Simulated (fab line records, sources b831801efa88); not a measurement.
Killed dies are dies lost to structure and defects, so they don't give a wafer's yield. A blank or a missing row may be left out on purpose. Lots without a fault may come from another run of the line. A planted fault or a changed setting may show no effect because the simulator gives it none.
One fault seen from 2 desks | flow gf180mcu | each desk has only its own numbers; what lay behind them comes last

THE METROLOGY DESK
What the gauges read, lot by lot, whatever tool the lot ran on: means of the sampled wafers that have a number. A lot is out of limits, marked OUT, if its mean lies more than 4 standard deviations from the usual mean; the brackets give that distance.
Columns: A = TOP_METAL_OVL at GF_TOP_METAL_OVL_MEAS_15, usual -1.2 nm
lot  | first seen here | A
L914 | day 28 02:44    | -1.7
L915 | day 28 16:11    | -3.0
L916 | day 28 17:41    | -3.9
L917 | day 29 01:42    | -3.7
L918 | day 29 12:49    | 0.4
L919 | day 29 16:17    | -1.4
L921 | day 30 12:47    | -0.9
L923 | day 30 16:50    | 0.0
L922 | day 30 18:04    | -1.1
L924 | day 31 06:38    | -1.8
L929 | day 32 16:49    | -1.1
L936 | day 34 04:11    | -2.3
L937 | day 34 05:41    | -0.5
This desk's finding: nothing out of limits on any of the 13 lots.

THE TOOL OWNER'S DESK: cvd_w-01
The tool's own readings at GF_V5_CVD_23 (deposits W, target thk 350 nm, time 104.9 s): means of the sampled wafers that have a number, for each lot that ran on this tool. A lot is out of limits, marked OUT, if its mean lies more than 4 standard deviations from the usual mean; the brackets give that distance.
Columns: A = heater_power_outer_w at GF_V5_CVD_23, usual 497 W; B = heater_power_w at GF_V5_CVD_23, usual 808 W
lot  | first seen here | A   | B
L914 | day 27 06:34    | 498 | 796
L915 | day 27 19:43    | 496 | 814
L918 | day 28 16:51    | 494 | 815
L919 | day 28 20:30    | 495 | 819
L921 | day 29 17:30    | 500 | 809
L924 | day 30 11:37    | 491 | 818
L936 | day 33 12:08    | 514 | 850
L937 | day 33 13:24    | 498 | 812
This desk's finding: nothing out of limits on any of the 8 lots.

PUT TOGETHER
The metrology desk saw nothing out of limits.
The tool owner's desk saw nothing out of limits.

WHAT THE SIMULATOR HAD PUT IN
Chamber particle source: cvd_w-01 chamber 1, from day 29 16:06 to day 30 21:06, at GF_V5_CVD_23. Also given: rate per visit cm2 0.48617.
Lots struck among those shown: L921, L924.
